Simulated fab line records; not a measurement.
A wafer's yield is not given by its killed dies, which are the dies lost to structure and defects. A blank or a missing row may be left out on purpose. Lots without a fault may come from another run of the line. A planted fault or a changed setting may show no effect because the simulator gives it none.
One fault seen from 2 desks / flow sky130 / only its own numbers are on each desk; what lay behind them is given at the end

## METROLOGY DESK
Lot by lot, what the gauges showed, no matter which tool ran the lot: averages of those sampled wafers that carry a number. Any lot whose mean is over 4 standard deviations away from the usual mean is out of limits and marked OUT; that distance is given in the brackets.
Columns: A = POLY_GATE_OXIDATION_THK at SKY_POLY_GATE_THK_MEAS_21, usual 3.98 nm; B = cd_nm at SKY_LOCAL_INTERCONNECT_CD_MEAS_11, usual 169.6 nm; C = VIA1_HDPCVD_THK at SKY_VIA1_THK_MEAS_01, usual 1033 nm
lot=L986; first seen here=day 16 22:12; A=3.91; B=170.3; C=1022
lot=L988; first seen here=day 17 04:21; A=4.02; B=170.5; C=1021
lot=L989; first seen here=day 17 12:19; A=4.02; B=168.6; C=1034
lot=L990; first seen here=day 17 16:26; A=4.07; B=171.7; C=1032
lot=L991; first seen here=day 18 11:17; A=4.08; B=169.7; C=1042
lot=L992; first seen here=day 18 17:25; A=4.01; B=168.7; C=1045
lot=L994; first seen here=day 19 04:43; A=3.96; B=168.1; C=1030
lot=L995; first seen here=day 19 19:50; A=4.00; B=170.1; C=1040
lot=L997; first seen here=day 21 07:22; A=4.01; B=170.0; C=1031
lot=L998; first seen here=day 21 13:23; A=3.89; B=170.5; C=1029
lot=L999; first seen here=day 21 15:07; A=3.93; B=170.6; C=1041
lot=L100; first seen here=day 22 03:00; A=3.98; B=161.5 (-5.8) OUT; C=1041
lot=L103; first seen here=day 22 17:16; A=3.83; B=155.6 (-10) OUT; C=1037
lot=L105; first seen here=day 23 13:25; A=4.00; B=168.9; C=1026
This desk's finding: out of limits on L100, L103; first on L100, day 35 08:16 (cd_nm at SKY_LOCAL_INTERCONNECT_CD_MEAS_11). In limits: L986, L988, L989, L990, L991, L992, L994, L995, L997, L998, L999, L105.

## AT THE TOOL OWNER'S DESK: krf_scanner-01
The tool's own readings at SKY_LOCAL_INTERCONNECT_EXPOSE_08 (exposes mask LI1M, target cd 170 nm): means of the sampled wafers that have a number, for each lot that ran on this tool. Any lot whose mean is over 4 standard deviations away from the usual mean is out of limits and marked OUT; that distance is given in the brackets.
Columns: A = exposure_dose_mJ_cm2 at SKY_LOCAL_INTERCONNECT_EXPOSE_08, usual 27.98
lot=L986; first seen here=day 30 05:35; A=27.97
lot=L988; first seen here=day 30 12:41; A=28.00
lot=L989; first seen here=day 30 17:19; A=28.01
lot=L990; first seen here=day 30 20:19; A=27.99
lot=L995; first seen here=day 32 21:45; A=28.01
lot=L997; first seen here=day 34 03:43; A=28.00
lot=L998; first seen here=day 34 07:40; A=28.02
lot=L100; first seen here=day 34 19:10; A=28.02
lot=L103; first seen here=day 35 10:10; A=28.01
This desk found nothing out of limits on any of the 9 lots.

## TAKEN TOGETHER
An alarm was possible from the metrology desk at day 35 08:16, on L100, L103.
The tool owner's desk saw nothing out of limits.
Tool owner's desk: L100, L103 on record, inside its limits.
All the named lots went through SKY_LOCAL_INTERCONNECT_EXPOSE_08 on krf_scanner-01.

## WHAT WAS PUT IN BY THE SIMULATOR
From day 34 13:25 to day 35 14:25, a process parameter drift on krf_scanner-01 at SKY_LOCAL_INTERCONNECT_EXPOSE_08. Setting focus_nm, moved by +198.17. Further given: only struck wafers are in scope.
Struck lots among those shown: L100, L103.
Per desk, hours elapsed from the start of the fault to the first reading out of limits: for the metrology desk, 19.
